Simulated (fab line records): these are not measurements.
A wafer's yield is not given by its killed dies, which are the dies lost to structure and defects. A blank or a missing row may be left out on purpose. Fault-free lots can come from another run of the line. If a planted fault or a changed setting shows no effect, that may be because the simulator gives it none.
Comparing a struck lot with a sound one | flow sky130 | 15 steps out of a route of 708
Sound: wafers L992.1, L992.2, L992.6. Struck: wafer L102.3 (left out: L102.4, L102.6 of the same lot, which were not struck); the cause appears at the end.
Order at every step that has rows: each side's tool, ch and its chambers, its first start. Under that, the readings that differ: sound wafers | struck wafers | difference of the means | sigmas: that difference in standard deviations of wafers without a fault.
alike: same words and numbers on both sides, and readings whose means sit less than 2 such deviations apart. not compared: any withheld reading, any reading some wafer has no value for, any bound like >300 that may hide the same value, and any number with overlapping values for which the record gives no deviation.
A row with sigmas, a row that says differs or no value, or rows on one side alone: a step with any of these is where the two part. Numbers that have no deviation but don't overlap get no sigmas and don't part them. Lack of a reading on every wafer of one side parts them only where that side has two or more wafers.

first, 2 steps without rows for these wafers: SKY_METAL4_PEB_11; SKY_METAL4_DEVELOP_12 (develop time 60 s).
SKY_METAL4_CD_MEAS_13: the cd target is 300 nm.
  sound on cdSem-02 at day 44 05:53; struck on cdSem-01 at day 46 02:37
  alike: cdNm
SKY_METAL4_OVL_MEAS_14:
  sound on overlay-02 at day 44 06:00; struck on overlay-02 at day 46 02:43
  alike: METAL4_OVL
SKY_METAL4_DESCUM_15: chemistry O2, time 8 s.
  sound on rieMetal-04 ch 0,1, day 44 06:02; struck on rieMetal-03 ch 1, day 46 02:45
  alike: drypumpMotorCurrentA, oesProductAu
  not compared: rfHoursCounterH
SKY_METAL4_ETCH_16: etches BARC in N2/H2, stops on SiO2, time 88.2 s, target depth 60 nm.
  sound on rieMetal-04 ch 0,1, day 44 06:04; struck on rieMetal-03 ch 1, day 46 02:48
  alike: drypumpMotorCurrentA, oesProductAu, throttleValvePct
  not compared: rfHoursCounterH
SKY_METAL4_ETCH_17: etches SiO2 in C4F8/O2/Ar, stops on TiN, time 3.9 s, target depth 15 nm.
  sound on rieDiel-02 ch 0,1, day 44 06:10; struck on rieDiel-03 ch 0, day 46 02:52
  alike: oesProductAu
  not compared: rfHoursCounterH
SKY_METAL4_METAL_ETCH_18: etches the open film in Cl2/BCl3, stops on SiO2, target depth 845 nm, time 183.1 s.
  sound on rieMetal-01 ch 0,1, day 44 06:11; struck on rieMetal-01 ch 1, day 46 02:57
  alike: drypumpMotorCurrentA, oesProductAu, throttleValvePct
  not compared: rfHoursCounterH
then, 4 steps without rows for these wafers: SKY_METAL4_STRIP_19 (strips in O2/N2); SKY_METAL4_STRIP_20 (strips in post etch residue remover, time 1200 s); SKY_METAL4_CLEAN_21 (cleans in IPA, time 180 s); SKY_METAL4_CLEAN_22 (cleans in O3/DIW).
SKY_VIA4_HDPCVD_00: deposits SiO2, target thk 1750 nm, time 291.7 s.
  sound on hdpcvd-01 ch 1,2, day 44 06:58; struck on hdpcvd-01 ch 0, day 46 03:40
reading                                 | sound          | struck | difference | sigmas
model.SiO2_of_VIA4_HDPCVD_00.thkNm (nm) | 1741 1761 1759 | 2410   | +656       | 
SKY_VIA4_THK_MEAS_01:
  sound on filmMetro-03 at day 44 07:08; struck on filmMetro-04 at day 46 03:51
reading              | sound          | struck | difference | sigmas
VIA4_HDPCVD_THK (nm) | 1743 1762 1760 | 2411   | +656       | +44
SKY_VIA4_CMP_02: polishes SiO2.
  sound on cmp-02 ch 0,2,3, day 44 07:18; struck on cmp-02 ch 0, day 46 03:53
  alike: headPressurePsi, motorCurrentA

WHERE THEY PART
SKY_VIA4_THK_MEAS_01 only, going by this record. Later steps at which nothing parts them and some readings are alike: SKY_VIA4_CMP_02.

WHY: the cause the simulator had injected
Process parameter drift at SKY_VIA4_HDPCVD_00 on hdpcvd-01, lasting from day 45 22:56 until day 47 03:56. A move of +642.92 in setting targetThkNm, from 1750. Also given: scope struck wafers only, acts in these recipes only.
